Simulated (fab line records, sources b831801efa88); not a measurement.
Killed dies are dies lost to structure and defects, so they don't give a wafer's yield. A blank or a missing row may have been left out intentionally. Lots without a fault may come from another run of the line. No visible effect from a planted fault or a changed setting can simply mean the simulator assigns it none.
A struck lot beside a sound one + flow sfq_line + 28 steps out of a route of 325
Sound: wafers L882.3, L882.5, L882.6. Struck: wafers L893.1, L893.5, L893.6. The cause is given at the end.
Each step with rows lists, per side, the tool, then ch with its chambers, then its first start. Under that, the readings that differ: sound wafers + struck wafers + difference of the means + sigmas: that difference in standard deviations of wafers without a fault.
alike: a reading whose means differ by less than 2 such deviations, as well as words and numbers matching on both sides. not compared: withheld readings; readings where some wafer has no value; bounds like >300 that might hide an equal value; numbers whose values overlap and for which the record gives no deviation.
A row with sigmas, a row that says differs or no value, or rows on one side alone: a step with any of these is where the two part. Numbers that have no deviation but don't overlap get no sigmas and don't part them. A reading that every wafer of one side lacks parts them only if that side has two wafers or more.

first, 6 steps without rows for these wafers: SFQ_TRILAYER_M2_LITHO_COAT_062 (resist thk 62 nm); SFQ_TRILAYER_M2_LITHO_COAT_057 (resist thk 600 nm); SFQ_TRILAYER_M2_LITHO_SOFTBAKE_061; SFQ_TRILAYER_M2_LITHO_EXPOSE_058 (exposes mask M2, target cd 500 nm); SFQ_TRILAYER_M2_LITHO_PEB_060 (peb time 60 s); SFQ_TRILAYER_M2_LITHO_DEVELOP_059 (time 60 s).
SFQ_M2_OVL_MEAS_916:
  sound on overlay-01 at day 20 05:13; struck on overlay-02 at day 25 02:07
  alike: M2_OVL
SFQ_TRILAYER_M2_BARC_OPEN_METAL_ETCH_077: etches BARC in O2, target depth 125 nm, time 41.7 s.
  sound on rie_metal-01 ch 0, day 20 05:16; struck on rie_metal-04 ch 0,1, day 25 02:09
  alike: drypump_motor_current_A, oes_product_au
  not compared: rf_hours_counter_h
then, 3 steps without rows for these wafers: SFQ_TRILAYER_M2_ETCH_METAL_ETCH_060 (etches Nb in Cl2/Ar, stops on SiO2, target depth 240 nm, time 120 s); SFQ_TRILAYER_M2_STRIP_STRIP_061 (strips in O2); SFQ_TRILAYER_M2_STRIP_SOLV_CLEAN_062 (cleans in NMP, time 600 s).
SFQ_TRILAYER_I2_DEP_PECVD_063: deposits SiO2 from SiH4/N2O, time 111.11 s, target thk 500 nm.
  sound on pecvd-02 ch 0,2, day 20 06:58; struck on pecvd-02 ch 1,2, day 25 03:07
  alike: heater_power_w, showerhead_vpp_V, throttle_valve_pct
SFQ_TRILAYER_I2_CMP_CMP_064: polishes SiO2.
  sound on cmp-02 ch 1,2, day 20 07:39; struck on cmp-01 ch 1,2, day 25 10:15
| reading                                             | sound             | struck          | difference | sigmas |
|-----------------------------------------------------|-------------------|-----------------|------------|--------|
| model.SiO2_of_TRILAYER_I2_DEP_PECVD_063.thk_nm (nm) | 198.1 198.8 200.2 | 178.2 178.6 178 | -20.8      |        |
  alike: motor_current_A, time_to_endpoint_s
SFQ_I2_BOW_MEAS_917:
  sound on film_metro-02 at day 20 10:41; struck on film_metro-02 at day 25 12:45
  alike: I2_BOW
SFQ_TRILAYER_I2_METRO_MEASURE_065:
  sound on film_metro-02 at day 20 11:10; struck on film_metro-02 at day 25 12:52
| reading     | sound             | struck            | difference | sigmas |
|-------------|-------------------|-------------------|------------|--------|
| thk_nm (nm) | 198.1 199.0 200.3 | 178.1 178.6 178.0 | -20.9      | -22    |
then, 6 steps without rows for these wafers: SFQ_TRILAYER_I2_VIA_LITHO_COAT_072 (resist thk 62 nm); SFQ_TRILAYER_I2_VIA_LITHO_COAT_067 (resist thk 650 nm); SFQ_TRILAYER_I2_VIA_LITHO_SOFTBAKE_071; SFQ_TRILAYER_I2_VIA_LITHO_EXPOSE_068 (exposes mask I2, target cd 500 nm); SFQ_TRILAYER_I2_VIA_LITHO_PEB_070 (peb time 60 s); SFQ_TRILAYER_I2_VIA_LITHO_DEVELOP_069 (time 60 s).
-- the record jumps here: 5 days lie between the struck wafers' starts before and after --
SFQ_I2_OVL_MEAS_918:
  sound on overlay-02 at day 25 20:05; struck on overlay-02 at day 30 12:47
  alike: I2_OVL
SFQ_TRILAYER_I2_VIA_BARC_OPEN_VIA_ETCH_096: etches BARC in O2, target depth 125 nm, time 41.7 s.
  sound on rie_diel-02 ch 1,2,3, day 25 20:07; struck on rie_diel-01 ch 0,2, day 30 12:49
| reading               | sound             | struck            | difference | sigmas |
|-----------------------|-------------------|-------------------|------------|--------|
| oes_product_au (a.u.) | 0.681 0.681 0.680 | 0.695 0.682 0.698 | +0.011     | +2     |
  alike: drypump_motor_current_A
  not compared: rf_hours_counter_h
SFQ_TRILAYER_I2_VIA_ETCH_VIA_ETCH_070: etches SiO2 in CHF3, stops on Nb, target depth 260 nm.
  sound on rie_diel-02 ch 1,2,3, day 25 20:09; struck on rie_diel-01 ch 0,2, day 30 12:51
| reading                        | sound             | struck            | difference | sigmas |
|--------------------------------|-------------------|-------------------|------------|--------|
| oes_product_au (a.u.)          | 0.857 0.852 0.856 | 0.801 0.804 0.797 | -0.054     | -11    |
| model.I2.feature_depth_nm (nm) | 198.1 198.8 200.2 | 178.2 178.6 178   | -20.8      |        |
| model.etch.depth_nm (nm)       | 198.1 198.8 200.2 | 178.2 178.6 178   | -20.8      |        |
  alike: drypump_motor_current_A
SFQ_TRILAYER_I2_VIA_STRIP_STRIP_071: strips in O2.
  sound on rie_metal-01 ch 0,1, day 25 20:28; struck on rie_metal-03 ch 0,1, day 30 12:58
  alike: drypump_motor_current_A, oes_product_au
  not compared: rf_hours_counter_h
then, 1 step without rows for these wafers: SFQ_TRILAYER_I2_VIA_STRIP_SOLV_CLEAN_072 (cleans in NMP, time 600 s).
SFQ_TRILAYER_M3_DEP_PRE_CLEAN_074: time 22.5 s.
  sound on pvd_sputter-03 at day 25 21:04; struck on pvd_sputter-05 at day 30 13:55
| reading                                             | sound             | struck            | difference | sigmas |
|-----------------------------------------------------|-------------------|-------------------|------------|--------|
| model.SiO2_of_TRILAYER_I2_DEP_PECVD_063.thk_nm (nm) | 190.6 191.3 192.7 | 170.7 171.1 170.5 | -20.8      |        |
SFQ_TRILAYER_M3_DEP_SPUTTER_073: material Nb, target thk 200 nm, time 133.3 s.
  sound on pvd_sputter-03 at day 25 21:05; struck on pvd_sputter-05 at day 30 13:57
  alike: substrate_temp_c, throttle_valve_pct

## WHERE THEY PART
Last at SFQ_TRILAYER_I2_VIA_ETCH_VIA_ETCH_070 as far as this record goes, first at SFQ_TRILAYER_I2_METRO_MEASURE_065. Later steps at which nothing parts them and some readings are alike: SFQ_TRILAYER_I2_VIA_STRIP_STRIP_071, SFQ_TRILAYER_M3_DEP_SPUTTER_073.

WHY: whatever the simulator had introduced
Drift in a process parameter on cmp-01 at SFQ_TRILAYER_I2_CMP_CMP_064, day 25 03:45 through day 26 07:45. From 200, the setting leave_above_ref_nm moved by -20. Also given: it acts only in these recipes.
